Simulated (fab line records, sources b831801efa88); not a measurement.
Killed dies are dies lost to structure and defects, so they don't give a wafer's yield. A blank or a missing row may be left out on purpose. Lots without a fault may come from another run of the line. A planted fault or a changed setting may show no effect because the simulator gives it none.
One fault seen from 2 desks | flow gf180mcu | each desk has only its own numbers; what lay behind them comes last

THE METROLOGY DESK
What the gauges read, lot by lot, whatever tool the lot ran on: means of the sampled wafers that have a number. A lot is out of limits, marked OUT, if its mean lies more than 4 standard deviations from the usual mean; the brackets give that distance.
Columns: A = CONTACT_CVD_02_THK at GF_CONTACT_THK_MEAS_03, usual 861 nm
lot  | first seen here | A
L796 | day 15 09:37    | 866
L800 | day 16 11:00    | 863
L801 | day 16 19:41    | 867
L802 | day 17 04:44    | 862
L803 | day 17 16:35    | 876
L805 | day 18 08:17    | 860
L807 | day 19 00:59    | 867
L808 | day 19 09:03    | 861
L809 | day 19 19:29    | 868
L815 | day 22 01:37    | 857
L816 | day 22 04:47    | 848
L817 | day 22 15:10    | 866
L818 | day 22 20:43    | 853
This desk's finding: nothing out of limits on any of the 13 lots.

THE TOOL OWNER'S DESK: plasma_asher-01
The tool's own readings at GF_DUAL_GATE_STRIP_13 (strips in O2/N2): means of the sampled wafers that have a number, for each lot that ran on this tool. A lot is out of limits, marked OUT, if its mean lies more than 4 standard deviations from the usual mean; the brackets give that distance.
Columns: A = drypump_motor_current_A at GF_DUAL_GATE_STRIP_13, usual 5.8 A; B = heater_power_w at GF_DUAL_GATE_STRIP_13, usual 345 W; C = oes_product_au at GF_DUAL_GATE_STRIP_13, usual 0.716 a.u.; D = strip_time_to_endpoint_s at GF_DUAL_GATE_STRIP_13, usual 12.62 s
lot  | first seen here | A   | B   | C     | D
L802 | day 9 22:25     | 5.4 | 376 | 0.717 | 12.62
L807 | day 11 09:04    | 5.3 | 348 | 0.718 | 12.56
L808 | day 11 16:34    | 5.2 | 320 | 0.712 | 12.72
L809 | day 12 00:07    | 5.2 | 319 | 0.711 | 12.73
This desk's finding: nothing out of limits on any of the 4 lots.

PUT TOGETHER
The metrology desk saw nothing out of limits.
The tool owner's desk saw nothing out of limits.

WHAT THE SIMULATOR HAD PUT IN
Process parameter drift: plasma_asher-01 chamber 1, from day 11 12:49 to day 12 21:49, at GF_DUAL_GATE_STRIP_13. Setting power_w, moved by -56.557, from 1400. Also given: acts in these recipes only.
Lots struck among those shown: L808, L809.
